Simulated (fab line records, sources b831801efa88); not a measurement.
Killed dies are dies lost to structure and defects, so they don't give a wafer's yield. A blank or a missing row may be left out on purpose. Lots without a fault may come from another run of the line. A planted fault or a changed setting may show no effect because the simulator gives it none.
fab line records | flow sky130
record lots=7 wafers=21 last_day=50
route steps=708 shown RES_XHIGH@334 SD_N@342 PAD_OPEN@708
lots that met no fault: from a run of the same line without faults
start_h: hours from the record's first day to the start of the lot's first wafer shown | wait_h: hours since the lot's step before | " the same as in the row above | L1.1+2: a row that stands for several wafers | - no value, or no start given | * or withheld: withheld | < > ~ a bound
route shown NAME@n: a module of which the file shows steps, and the number in the route of the first | usual: mean/standard deviation of fault-free wafers | same: alike in all rows | chamber/n: place in a boat | sites: the reading at each site | _std_site: their standard deviation | _edge_site: outer sites' mean less inner sites' | radius_mm: how far each site lies from the wafer's centre | mask NAME#n: copy n | behind: the tool/chamber that last shaped the wafer | hold: why the lot was held/for how many hours/how that ended | device: the transistor (n, p or np) that didn't switch | end of line: the same wafers' tests at the end of the route | a step without rows: its recipe alone | killed: dies lost to structure and defects at the first sort, not the wafer's yield | map: a wafer's dies, x killed, . not, _ none there
set.NAME: the setting as run; set.NAME@STEP: as run at that earlier step | model.NAME: the simulator's own value behind a step, which no gauge read
lots at some steps of the route; a table a step, a row a wafer
services: from which hour (start_h, from the record's first day; less than 0 if before it) a tool's chamber was out of use, for how many hours, and why
## steps
# step SKY_RES_XHIGH_COAT_02
# recipe resist=NOVOLAK spin_rpm=3000 resist_thk_nm=1140
# step SKY_RES_XHIGH_SOFTBAKE_03
# recipe temp_c=90 time_s=60 resist=NOVOLAK
# step SKY_RES_XHIGH_EXPOSE_04
# recipe mask_id=URPM na=0.6 source_shape=conventional sigma_outer=0.6 polarization=unpolarized target_cd_nm=1270 dose_mj=140
# step SKY_RES_XHIGH_PEB_05
# recipe temp_c=withheld time_s=* resist=NOVOLAK
# step SKY_RES_XHIGH_DEVELOP_06
# recipe resist=NOVOLAK developer=TMAH develop_time_s=60 dev_temp_c=23
# step SKY_RES_XHIGH_IMPLANT_07
# recipe species=BF2 energy_kev=20 dose_cm2=3.6e+14 tilt_deg=0
# step SKY_RES_XHIGH_STRIP_08
# recipe chemistry=O2/N2 power_w=1400 pressure_mtorr=1500 platen_temp_c=withheld o2_flow_sccm=3000 n2_flow_sccm=300 overash_fraction=0.5
# usual drypump_motor_current_A=5.5/0.49 oes_product_au=0.711/0.0046 strip_time_to_endpoint_s=14.27/0.035
# columns lot.wafer tool chamber start_h wait_h drypump_motor_current_A oes_product_au rf_hours_counter_h strip_time_to_endpoint_s
L328.3 plasma_asher-03 1 642.92 0.1 5.8 0.711 - 14.28
L328.5 " 1 " " 5.8 0.713 - 14.28
L328.6 " 0 " " 6.4 0.706 - 14.29
L336.1 plasma_asher-02 0 717.88 0.1 5.1 0.710 60 14.21
L336.2 " 1 " " 5.6 0.705 60 14.18
L336.5 " 1 " " 5.6 0.719 - 14.19
L338.3 plasma_asher-04 0 724.99 0.1 5.2 0.703 - 14.28
L338.4 " 1 " " 4.9 0.712 - 14.25
L338.5 " 1 " " 4.9 0.707 - 14.29
L339.3 plasma_asher-02 1 747.30 0.1 5.6 0.712 - 14.23
L339.5 " 0 " " 5.1 0.704 - 14.30
L339.6 " 1 " " 5.6 0.709 - 14.30
L341.2 plasma_asher-03 0 770.55 0.1 6.3 0.708 3 14.30
L341.5 " 0 " " 6.3 0.712 - 14.32
L341.6 " 1 " " 5.8 0.708 - 14.26
L343.2 plasma_asher-04 0 788.75 0.1 5.2 0.709 34 14.28
L343.3 " 1 " " 4.9 0.705 - 14.28
L343.5 " 0 " " 5.2 0.710 - 14.28
L346.1 plasma_asher-03 0 803.83 0.1 6.4 0.707 6 14.30
L346.3 " 1 " " 5.8 0.705 - 14.30
L346.5 " 0 " " 6.4 0.708 - 14.28
# step SKY_RES_XHIGH_TW_MEAS_09
# usual RES_XHIGH_TW=1630/15
# columns lot.wafer tool chamber start_h wait_h RES_XHIGH_TW
L328.3 film_metro-02 - 643.00 0.1 1614
L328.5 " - " " 1622
L328.6 " - " " 1624
L336.1 film_metro-02 - 717.98 0.1 1645
L336.2 " - " " 1632
L336.5 " - " " 1634
L338.3 film_metro-02 - 725.07 0.1 1619
L338.4 " - " " 1608
L338.5 " - " " 1613
L339.3 film_metro-04 - 747.39 0.1 1655
L339.5 " - " " 1641
L339.6 " - " " 1655
L341.2 film_metro-01 - 770.66 0.1 1643
L341.5 " - " " 1641
L341.6 " - " " 1645
L343.2 film_metro-02 - 788.86 0.1 1626
L343.3 " - " " 1620
L343.5 " - " " 1635
L346.1 film_metro-01 - 803.93 0.1 1626
L346.3 " - " " 1624
L346.5 " - " " 1629
# step SKY_SD_N_DEHYDRATE_00
# recipe temp_c=200 time_s=60
# step SKY_SD_N_HMDS_01
# recipe prime_time_s=60 prime_temp_c=120
# step SKY_SD_N_COAT_02
# recipe resist=NOVOLAK spin_rpm=3000 resist_thk_nm=1140
# step SKY_SD_N_SOFTBAKE_03
# recipe temp_c=90 time_s=60 resist=NOVOLAK
# step SKY_SD_N_EXPOSE_04
# recipe mask_id=NSDM na=0.6 source_shape=conventional sigma_outer=0.6 polarization=unpolarized target_cd_nm=380 dose_mj=141
# usual focus_offset_nm=0.2/0.47
# columns lot.wafer tool chamber start_h wait_h mask focus_offset_nm model.SD_N.overlay_x_nm
L328.3 iline_stepper-01 0 658.11 - NSDM#0 0.1 1.264
L328.5 " 0 " " NSDM#0 0.9 1.264
L328.6 " 0 " " NSDM#0 0.2 1.264
L336.1 iline_stepper-02 0 731.63 - NSDM#0 -0.5 0.1242
L336.2 " 0 " " NSDM#0 0.2 0.1242
L336.5 " 0 " " NSDM#0 0.0 0.1242
L338.3 iline_stepper-02 0 739.02 - NSDM#0 0.5 182.2
L338.4 " 0 " " NSDM#0 0.2 182.2
L338.5 " 0 " " NSDM#0 1.1 182.2
L339.3 iline_stepper-02 0 761.31 - NSDM#0 0.1 184.3
L339.5 " 0 " " NSDM#0 0.2 184.3
L339.6 " 0 " " NSDM#0 0.8 184.3
L341.2 iline_stepper-02 0 784.40 - NSDM#0 0.6 182.4
L341.5 " 0 " " NSDM#0 -0.4 182.4
L341.6 " 0 " " NSDM#0 0.5 182.4
L343.2 iline_stepper-01 0 802.67 - NSDM#0 0.0 0.7058
L343.3 " 0 " " NSDM#0 0.2 0.7058
L343.5 " 0 " " NSDM#0 -0.2 0.7058
L346.1 iline_stepper-01 0 817.03 - NSDM#0 0.3 -0.158
L346.3 " 0 " " NSDM#0 0.8 -0.158
L346.5 " 0 " " NSDM#0 -0.2 -0.158
# step SKY_SD_N_PEB_05
# recipe temp_c=withheld time_s=* resist=NOVOLAK
# step SKY_SD_N_DEVELOP_06
# recipe resist=NOVOLAK developer=TMAH develop_time_s=60 dev_temp_c=23
# step SKY_SD_N_CD_MEAS_07
# recipe target_cd_nm=380
# usual cd_nm=380.3/2.6
# columns lot.wafer tool chamber start_h wait_h cd_nm
L328.3 cd_sem-01 - 672.11 0.1 379.9
L328.5 " - " " 379.7
L328.6 " - " " 377.6
L336.1 cd_sem-02 - 745.35 0.2 376.4
L336.2 " - " " 374.6
L336.5 " - " " 376.9
L338.3 cd_sem-02 - 752.85 0.2 386.4
L338.4 " - " " 383.7
L338.5 " - " " 384.6
L339.3 cd_sem-02 - 774.57 0.1 376.9
L339.5 " - " " 375.0
L339.6 " - " " 378.5
L341.2 cd_sem-02 - 797.05 0.1 381.1
L341.5 " - " " 378.5
L341.6 " - " " 382.0
L343.2 cd_sem-02 - 815.72 0.1 381.9
L343.3 " - " " 379.5
L343.5 " - " " 384.0
L346.1 cd_sem-02 - 829.78 0.1 381.8
L346.3 " - " " 383.3
L346.5 " - " " 379.1
# step SKY_SD_N_OVL_MEAS_08
# usual SD_N_OVL=1.4/1.3
# columns lot.wafer tool chamber start_h wait_h SD_N_OVL[nm]
L328.3 overlay-02 - 672.21 0.1 1.3
L328.5 " - " " 2.7
L328.6 " - " " 2.6
L336.1 overlay-02 - 745.47 0.1 2.2
L336.2 " - " " 0.3
L336.5 " - " " 2.1
L338.3 overlay-02 - 752.94 0.1 182.7
L338.4 " - " " 181.9
L338.5 " - " " 183.5
L339.3 overlay-02 - 774.66 0.1 184.7
L339.5 " - " " 184.5
L339.6 " - " " 184.6
L341.2 overlay-02 - 797.15 0.1 182.5
L341.5 " - " " 183.9
L341.6 " - " " 183.1
L343.2 overlay-01 - 815.83 0.1 3.5
L343.3 " - " " 2.3
L343.5 " - " " 2.3
L346.1 overlay-01 - 829.90 0.1 -0.3
L346.3 " - " " 2.7
L346.5 " - " " -1.1
# step SKY_SD_N_IMPLANT_09
# recipe species=As energy_kev=50 dose_cm2=4e+15 tilt_deg=0
# step SKY_PAD_OPEN_PROBE_99
# usual killed_at_M0_to_M3=44/7.4 killed_at_M4_up=3.1/1.8 killed_at_contacts=25/6 killed_at_front_end=15/4.4 killed_at_other=0.3/0.49 killed_dies=88/10 killed_on_rim=17/3.6 killed_open=48/7.4 killed_short=39/6.3
# same gross_dies=492 killed_at_back_side=0
# columns lot.wafer tool chamber start_h wait_h killed_at_M0_to_M3 killed_at_M4_up killed_at_contacts killed_at_front_end killed_at_other killed_dies killed_on_rim killed_open killed_short
L328.3 prober-02 - 1098.29 0.2 36 3 20 9 0 68 13 36 32
L328.5 prober-02 - 1098.39 0.2 35 2 31 15 0 83 19 36 47
L328.6 prober-02 - 1098.44 0.2 54 3 25 10 0 92 28 47 45
L336.1 prober-01 - 1154.17 0.1 58 3 18 23 0 102 19 61 41
L336.2 prober-01 - 1154.22 0.1 39 6 22 12 0 79 18 42 37
L336.5 prober-01 - 1154.37 0.2 38 3 13 11 0 65 11 31 34
L338.3 prober-02 - 1156.31 0.2 61 6 23 330 0 420 81 63 45
L338.4 prober-02 - 1156.36 0.2 50 6 22 333 0 411 76 48 49
L338.5 prober-02 - 1156.41 0.2 45 5 26 334 0 410 82 48 44
L339.3 prober-01 - 1171.27 0.2 54 1 27 335 0 417 83 55 43
L339.5 prober-01 - 1171.37 0.2 47 3 18 360 0 428 89 48 37
L339.6 prober-01 - 1171.42 0.2 34 4 33 341 1 413 84 46 36
L341.2 prober-01 - 1184.70 0.1 31 6 22 351 0 410 83 44 34
L341.5 prober-01 - 1184.85 0.2 35 1 26 353 0 415 85 47 35
L341.6 prober-01 - 1184.90 0.2 50 2 17 333 0 402 83 47 37
L343.2 prober-01 - 1199.21 0.1 44 4 23 15 0 86 18 43 42
L343.3 prober-01 - 1199.26 0.2 37 3 27 18 0 85 19 42 42
L343.5 prober-01 - 1199.36 0.2 43 0 30 18 1 92 19 53 38
L346.1 prober-02 - 1207.81 0.1 42 4 19 16 0 81 16 46 35
L346.3 prober-02 - 1207.91 0.2 48 5 15 15 1 84 19 49 35
L346.5 prober-02 - 1208.01 0.2 37 2 28 15 0 82 14 54 28
# killed by level:class
L328.3 VIA1:geometric_particle:open=10 METAL2:geometric_particle:short=6 FIELD_ISO:geometric_particle:short=5 LI_CONTACT:geometric_particle:open=5 CONTACT:geometric_particle:open=5 VIA2:geometric_particle:open=5 LOCAL_INTERCONNECT:geometric_particle:short=4 METAL1:geometric_particle:short=4
L328.5 METAL2:geometric_particle:short=10 CONTACT:geometric_particle:open=7 FIELD_ISO:geometric_particle:short=6 LI_CONTACT:geometric_particle:open=6 CONTACT:geometric_particle:short=6 VIA1:geometric_particle:short=6 VIA3:geometric_particle:open=6 LI_CONTACT:geometric_particle:short=5
L328.6 VIA1:geometric_particle:open=17 LI_CONTACT:geometric_particle:open=11 VIA1:geometric_particle:short=9 METAL1:geometric_particle:short=8 CONTACT:geometric_particle:open=6 FIELD_ISO:geometric_particle:short=5 METAL2:geometric_particle:short=5 VIA2:geometric_particle:open=5
L336.1 VIA1:geometric_particle:open=12 VIA3:geometric_particle:open=10 METAL2:geometric_particle:short=9 POLY_GATE:geometric_particle:open=7 CONTACT:geometric_particle:open=7 VIA2:geometric_particle:open=7 FIELD_ISO:geometric_particle:open=6 METAL1:geometric_particle:short=6
L336.2 CONTACT:geometric_particle:open=10 FIELD_ISO:geometric_particle:open=6 METAL2:geometric_particle:short=6 LI_CONTACT:geometric_particle:open=5 VIA1:geometric_particle:open=5 VIA1:geometric_particle:short=5 VIA3:geometric_particle:open=5 METAL3:geometric_particle:short=4
L336.5 VIA1:geometric_particle:open=10 VIA3:geometric_particle:open=8 FIELD_ISO:geometric_particle:short=6 METAL1:geometric_particle:short=5 VIA1:geometric_particle:short=5 LI_CONTACT:geometric_particle:open=4 VIA3:geometric_particle:short=4 LOCAL_INTERCONNECT:geometric_particle:short=3
L338.3 SD_N:overlay=309 VIA1:geometric_particle:open=11 VIA3:geometric_particle:open=10 CONTACT:geometric_particle:open=10 METAL1:geometric_particle:short=10 VIA2:geometric_particle:open=9 POLY_GATE:geometric_particle:open=8 METAL2:geometric_particle:short=7
L338.4 SD_N:overlay=314 VIA1:geometric_particle:open=13 VIA2:geometric_particle:open=10 CONTACT:geometric_particle:open=8 METAL2:geometric_particle:short=8 POLY_GATE:geometric_particle:short=6 LI_CONTACT:geometric_particle:open=6 VIA1:geometric_particle:short=6
L338.5 SD_N:overlay=318 METAL2:geometric_particle:short=10 CONTACT:geometric_particle:open=10 LI_CONTACT:geometric_particle:open=8 METAL1:geometric_particle:short=7 VIA1:geometric_particle:open=7 VIA2:geometric_particle:open=6 FIELD_ISO:geometric_particle:short=4
L339.3 SD_N:overlay=319 CONTACT:geometric_particle:open=13 VIA1:geometric_particle:open=12 VIA1:geometric_particle:short=8 METAL1:geometric_particle:short=6 LI_CONTACT:geometric_particle:open=6 POLY_GATE:geometric_particle:open=5 LI_CONTACT:geometric_particle:short=5
L339.5 SD_N:overlay=342 VIA1:geometric_particle:open=12 CONTACT:geometric_particle:open=9 METAL1:geometric_particle:short=6 VIA2:geometric_particle:open=6 VIA1:geometric_particle:short=6 FIELD_ISO:geometric_particle:short=5 CONTACT:geometric_particle:short=5
L339.6 SD_N:overlay=330 CONTACT:geometric_particle:open=11 VIA1:geometric_particle:open=10 CONTACT:geometric_particle:short=8 LI_CONTACT:geometric_particle:open=7 POLY_GATE:geometric_particle:short=5 VIA3:geometric_particle:short=5 VIA3:geometric_particle:open=4
L341.2 SD_N:overlay=332 FIELD_ISO:geometric_particle:short=7 LI_CONTACT:geometric_particle:open=7 CONTACT:geometric_particle:open=7 FIELD_ISO:geometric_particle:open=6 VIA3:geometric_particle:open=6 LI_CONTACT:geometric_particle:short=5 VIA1:geometric_particle:open=5
L341.5 SD_N:overlay=333 CONTACT:geometric_particle:open=9 VIA2:geometric_particle:open=8 FIELD_ISO:geometric_particle:short=7 LI_CONTACT:geometric_particle:open=7 LI_CONTACT:geometric_particle:short=6 POLY_GATE:geometric_particle:open=6 VIA1:geometric_particle:open=6
L341.6 SD_N:overlay=318 VIA1:geometric_particle:open=11 VIA2:geometric_particle:open=11 CONTACT:geometric_particle:open=9 VIA1:geometric_particle:short=8 METAL1:geometric_particle:short=6 FIELD_ISO:geometric_particle:short=5 LI_CONTACT:geometric_particle:open=4
L343.2 VIA1:geometric_particle:open=9 VIA3:geometric_particle:open=9 POLY_GATE:geometric_particle:short=6 LOCAL_INTERCONNECT:geometric_particle:short=6 VIA2:geometric_particle:short=5 VIA2:geometric_particle:open=5 LI_CONTACT:geometric_particle:open=4 CONTACT:geometric_particle:short=4
L343.3 POLY_GATE:geometric_particle:open=8 VIA2:geometric_particle:open=8 LI_CONTACT:geometric_particle:open=7 CONTACT:geometric_particle:open=7 VIA1:geometric_particle:short=6 CONTACT:geometric_particle:short=6 FIELD_ISO:geometric_particle:short=5 METAL1:geometric_particle:short=5
L343.5 CONTACT:geometric_particle:open=16 VIA1:geometric_particle:open=9 METAL1:geometric_particle:short=7 VIA2:geometric_particle:open=7 FIELD_ISO:geometric_particle:short=5 LI_CONTACT:geometric_particle:open=5 CONTACT:geometric_particle:short=5 VIA2:geometric_particle:short=5
L346.1 VIA1:geometric_particle:open=13 CONTACT:geometric_particle:open=8 VIA2:geometric_particle:short=6 VIA2:geometric_particle:open=5 VIA3:geometric_particle:short=5 POLY_GATE:geometric_particle:open=4 POLY_GATE:geometric_particle:short=4 METAL2:geometric_particle:short=4
L346.3 VIA1:geometric_particle:open=12 VIA3:geometric_particle:open=11 VIA1:geometric_particle:short=6 FIELD_ISO:geometric_particle:short=5 LI_CONTACT:geometric_particle:open=5 VIA2:geometric_particle:open=5 CONTACT:geometric_particle:open=4 METAL1:geometric_particle:short=4
L346.5 CONTACT:geometric_particle:open=11 FIELD_ISO:geometric_particle:open=8 VIA3:geometric_particle:open=8 VIA2:geometric_particle:open=6 LOCAL_INTERCONNECT:geometric_particle:short=5 METAL1:geometric_particle:short=5 VIA1:geometric_particle:open=5 VIA1:geometric_particle:short=5
# map L338.3 (x killed, . not)
__________xx.xxxxx.x_________
________.x.xxx.xxxxxxx_______
______xxx.xxx.xxxxxxxxxx_____
_____xxx.xxxxxxxxxxxxxxxx____
____xxxxx.xxxxxxxxxx.xxx.x___
___xx.xx.xxxxxxx.xxxxxxxxxx__
__xxxx.xxxxxxxxx.xxxxx..xxxx_
_xxx..xx.xxxxxxxxx.xxxxxxxxx.
_xxxxxxxxxxxxxxxx.xx.xxxx.xx.
_.x.xxxxxxxxxxxxxx.xxxxx.x.xx
_xxxxxxxxxxxxxxx.xxxxxxx.xxxx
_xxxxxxxxxxxxxxxxxxxxxxxxxxxx
_xxxxxxxx.xxxx..xxxxxxx..xxxx
_.xxx.xx.xxxxxxx..xxxxxxxxxxx
_x.x.xxxxx..xx.xxxx.xx.....x.
__xxxxxxxxxxxxxx.xxxxxxxxxxx_
___xxxxxxxxxxx.xxx...xxxxxx__
____xx.xxxxxxxxxxxxxx..xx.___
_____.xxxx.xxxxx.xxxxxxxx____
______xxxxxxxxx.xxxxxxxx_____
________x.xxxxxxxx.xxx_______
__________xx.xxxxxxx_________
# map L339.5 (x killed, . not)
__________xxxxxxxxxx_________
________xxxxxxx.xxxxx._______
______.xxxxxxxx.xx.xxxxx_____
_____x.xxxxxxxxx.xxxxx.x.____
____xxxxxxxxxx.xxxx..xxxxx___
___xxxx.xx.xxxxx.xxx.xxxxxx__
__xxx..xxxxxxxxx..xxxxxxxxxx_
_xxx.xxxxxxxxxx.xxxx.xxxxxxxx
_xxxxx.xxxxx.xxxxxx.xxxx...xx
_xxxx.xxxxxxxx..xxxxx..xxxxxx
_xxxxxxxxxxx.xxx.xxxxxxxxx.xx
_xxxxx.x.xx..xxxxxxx.xxxxxxxx
_xxxxx.xxxxxxxxxxxxxxxxxxxxxx
_xxxxxxxx.xxxxx.xxxxx.xxxxxxx
_xxxx..xx.xxxxxx.xxxxxxxxxxxx
__xxxxxx.xxxxxx.xxx.xxxxxxxx_
___xx.x.x.xxxxxxxxxxxxxxxxx__
____xxxxxxxxxxx.xxxxxxxxxx___
_____xxxx.x.xxxxxxxxxxxxx____
______xxxxxxxxxxxxx.xxxx_____
________xx.xxxxx.xxxxx_______
__________x.x.xxxxxx_________
## services
# columns tool chamber start_h hours kind
plasma_asher-04 - 636.08 14.6 pm
iline_stepper-02 - 655.09 1.7 pm
iline_stepper-02 - 662.99 1.0 repair
iline_stepper-01 0 664.19 - calibration
plasma_asher-04 - 681.00 2.8 pm
iline_stepper-01 - 681.80 1.7 pm
plasma_asher-03 - 693.75 2.8 repair
plasma_asher-02 - 712.92 1.5 repair
plasma_asher-03 - 733.75 9.0 pm
plasma_asher-03 0 733.75 9.0 vent_cycle
plasma_asher-03 1 733.75 9.0 vent_cycle
iline_stepper-02 0 739.57 - calibration
plasma_asher-03 0 742.75 - clean
plasma_asher-03 1 742.75 - clean
iline_stepper-01 - 812.34 4.4 pm
## key
first_sign step=SKY_SD_N_OVL_MEAS_08 reading=SD_N_OVL direction=up sigmas=99+ usual=1.4 struck=183.5
effect step=SKY_PAD_OPEN_PROBE_99 reading=killed_at_front_end direction=up sigmas=74 usual=15 struck=341
model_effect step=SKY_SD_N_EXPOSE_04 value=SD_N.overlay_x_nm without=0.03053 struck=183
more_kills_born_at SKY_SD_N_EXPOSE_04@iline_stepper-02=2915
met_at SKY_SD_N_EXPOSE_04
struck_wafers L338.3,L338.4,L338.5,L339.3,L339.5,L339.6,L341.2,L341.5,L341.6
tester_left_out L338,L339,L341
onset_between 731.63 739.02
fault kind=scanner_matching_overlay tool=iline_stepper-02 chamber=- onset_h=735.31 steps=SKY_SD_N_EXPOSE_04 offset=182.94
# tester_left_out: of these lots the tester's yield and bins aren't shown, on N5 and GAA mostly nor the transistor test; their killed dies are dies lost to structure and defects alone, not to doping, threshold or leakage, so they don't give the yield
